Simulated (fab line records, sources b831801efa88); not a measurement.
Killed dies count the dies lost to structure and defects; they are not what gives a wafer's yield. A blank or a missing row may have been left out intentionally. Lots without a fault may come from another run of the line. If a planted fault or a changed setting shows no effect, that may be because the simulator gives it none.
A lot that was struck, set against a sound lot    flow sky130    25 out of 708 route steps
Sound: the wafers L923.1, L923.3, L923.4. The struck wafers were L932.1, L932.3, L932.4. At the end, the cause is stated.
At each step with rows: each side's tool, then ch and its chambers, then its first start. Under that, the readings that differ: sound wafers    struck wafers    difference of the means    sigmas: that difference in standard deviations of wafers without a fault.
alike: a reading whose means differ by less than 2 such deviations, as well as words and numbers matching on both sides. not compared: withheld readings; readings where some wafer has no value; bounds like >300 that might hide an equal value; numbers whose values overlap and for which the record gives no deviation.
A row with sigmas, a row that says differs or no value, or rows on one side alone: a step with any of these is where the two part. Numbers that have no deviation but don't overlap get no sigmas and don't part them. A reading missing from all wafers of one side parts the sides only when that side holds two or more wafers.

first, 7 steps without rows for these wafers: SKY_FIELD_ISO_HMDS_06 (prime time 60 s); SKY_FIELD_ISO_COAT_07 (resist thk 60 nm); SKY_FIELD_ISO_COAT_08 (resist thk 450 nm); SKY_FIELD_ISO_SOFTBAKE_09 (time 90 s); SKY_FIELD_ISO_EXPOSE_10 (exposes mask FOM, target cd 150 nm); SKY_FIELD_ISO_PEB_11; SKY_FIELD_ISO_DEVELOP_12 (develop time 60 s).
SKY_FIELD_ISO_CD_MEAS_13: the cd target is 150 nm.
  sound on cd sem-02 at day 2 08:46; struck on cd sem-01 at day 4 03:46
  alike: cd nm
SKY_FIELD_ISO_ETCH_14: etches BARC in N2/H2, stops on SiO2, time 45.9 s, target depth 60 nm.
  sound on rie diel-03 ch 1,2,3, day 2 08:53; struck on rie diel-01 ch 0,2,3, day 4 03:53
reading                 sound        struck    difference  sigmas
rf hours counter h (h)  133 166 162  8 18 124  -104        
  alike: drypump motor current A, oes product au, run length s, throttle valve pct
SKY_FIELD_ISO_ETCH_15: etches the open film in CHF3/O2, stops on Si, target depth 180 nm, time 72 s.
  sound on rie diel-03 ch 1,2,3, day 2 08:56; struck on rie diel-01 ch 0,2,3, day 4 03:56
reading                 sound        struck    difference  sigmas
rf hours counter h (h)  133 167 162  8 18 124  -104        
  alike: drypump motor current A, oes product au, run length s, throttle valve pct
SKY_FIELD_ISO_STRIP_16: strips in O2/N2.
  sound on plasma asher-04 ch 0,1, day 2 08:59; struck on plasma asher-02 ch 0,1, day 4 03:59
  alike: drypump motor current A, o2 flow sccm, oes product au, strip time to endpoint s
  not compared: rf hours counter h
SKY_FIELD_ISO_ETCH_17: etches Si in HBr/Cl2/O2, target depth 342 nm, time 97.7 s.
  sound on rie si-01 ch 1,2,3, day 2 09:05; struck on rie si-02 ch 0,2,3, day 4 04:05
  alike: drypump motor current A, mfc cl2 sccm, oes product au, run length s, throttle valve pct
  not compared: rf hours counter h
SKY_FIELD_ISO_WET_ETCH_18: etches Si3N4 in H3PO4, target depth 25 nm, time 286 s.
  sound on wet bench-04 ch 2, day 2 09:10; struck on wet bench-04 ch 1, day 4 04:10
reading                                      sound            struck           difference  sigmas
run length s (s)                             321 321 321      139 139 139      -182        -54
model.Si3N4_of_FIELD_ISO_CVD_03.thk nm (nm)  125.7 126 124.4  140 140.5 140.9  +15         
then, 4 steps without rows for these wafers: SKY_FIELD_ISO_CLEAN_19 (cleans in SC1/SC2, time 150 s); SKY_FIELD_ISO_CLEAN_20 (cleans in dHF, time 20 s); SKY_FIELD_ISO_WET_ETCH_21 (etches SiO2 in dHF, target depth 20 nm, time 400 s); SKY_FIELD_ISO_OXIDATION_22 (stabilise 600 s, purge 300 s, target thk 10 nm).
SKY_FIELD_ISO_THK_MEAS_23:
  sound on film metro-02 at day 2 10:37; struck on film metro-01 at day 4 05:39
  alike: FIELD_ISO_OXIDATION_01_THK
then, 1 step without rows for these wafers: SKY_FIELD_ISO_CVD_24 (deposits SiO2, target thk 595 nm, time 99.2 s).
SKY_FIELD_ISO_THK_MEAS_25:
  sound on film metro-04 at day 2 10:44; struck on film metro-02 at day 4 05:47
  alike: FIELD_ISO_CVD_24_THK
then, 1 step without rows for these wafers: SKY_FIELD_ISO_ANNEAL_26 (time 1800 s).
SKY_FIELD_ISO_CMP_27: polishes, stops on Si3N4, t overpolish 16 s, target thk 457.8 nm.
  sound on cmp-01 ch 0,2,3, day 2 12:18; struck on cmp-02 ch 1,2,3, day 4 07:23
  alike: edge zone pressure frac, motor current A
SKY_FIELD_ISO_WET_ETCH_28: etches SiO2 in dHF, target depth 23.7 nm, time 47 s.
  sound on wet bench-01 ch 3, day 2 12:38; struck on wet bench-02 ch 2, day 4 07:38
reading                                      sound              struck           difference  sigmas
model.Si3N4_of_FIELD_ISO_CVD_03.thk nm (nm)  119.8 120.1 118.5  134 134.5 134.9  +15         
  alike: run length s
then, 1 step without rows for these wafers: SKY_FIELD_ISO_WET_ETCH_29 (etches Si3N4 in H3PO4, target depth 160 nm, time 1825 s).
-- a jump in the record: the struck wafers' starts before and after are 44 days apart (it breaks off in module FIELD_ISO and resumes in module PAD_OPEN, where the first step shown is number 708 of the route) --
SKY_PAD_OPEN_PROBE_99:
  sound on prober-01 at day 45 14:29; struck on prober-02 at day 48 00:15
reading                                    sound                          struck                         difference  sigmas
model.etest.pfet_16v.r on ohm um           1.507e+04 1.507e+04 1.502e+04  1.515e+04 1.539e+04 1.528e+04  +2.200e+02  
model.etest.res iso pwell.rs ohm sq        3054 3038 3033                 3161 3158 3196                 +130        
model.etest.res iso pwell.line ohm um      1148 1140 1145                 1190 1202 1197                 +52         
model.etest.cap poly to well.c af um2      91.44 91.85 92.29              90.85 89.31 85.77              -3.22       
model.etest.field n.vt v (V)               35.74 35.71 35.89              36.71 36.91 36.95              +1.08       
model.etest.sram nfet pass.off log10 a um  -12.48 -12.76 -12.32           -12.13 -12.3 -12.17            +0.32       
  alike: killed_at_M0_to_M3, killed_at_M4_up, killed at contacts, killed at front end, killed at other, killed dies, killed open, killed short
  not compared: model.etest.cap li to poly.c af um2, model.etest.field p.vt v

WHERE THEY PART
Within this record, at SKY_FIELD_ISO_WET_ETCH_18 only. Later steps at which nothing parts them and some readings are alike: SKY_FIELD_ISO_THK_MEAS_23, SKY_FIELD_ISO_THK_MEAS_25, SKY_FIELD_ISO_CMP_27, SKY_FIELD_ISO_WET_ETCH_28, SKY_PAD_OPEN_PROBE_99.

WHY: what had been put in by the simulator
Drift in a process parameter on wet bench-04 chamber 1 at SKY_FIELD_ISO_WET_ETCH_18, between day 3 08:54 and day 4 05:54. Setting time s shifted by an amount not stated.
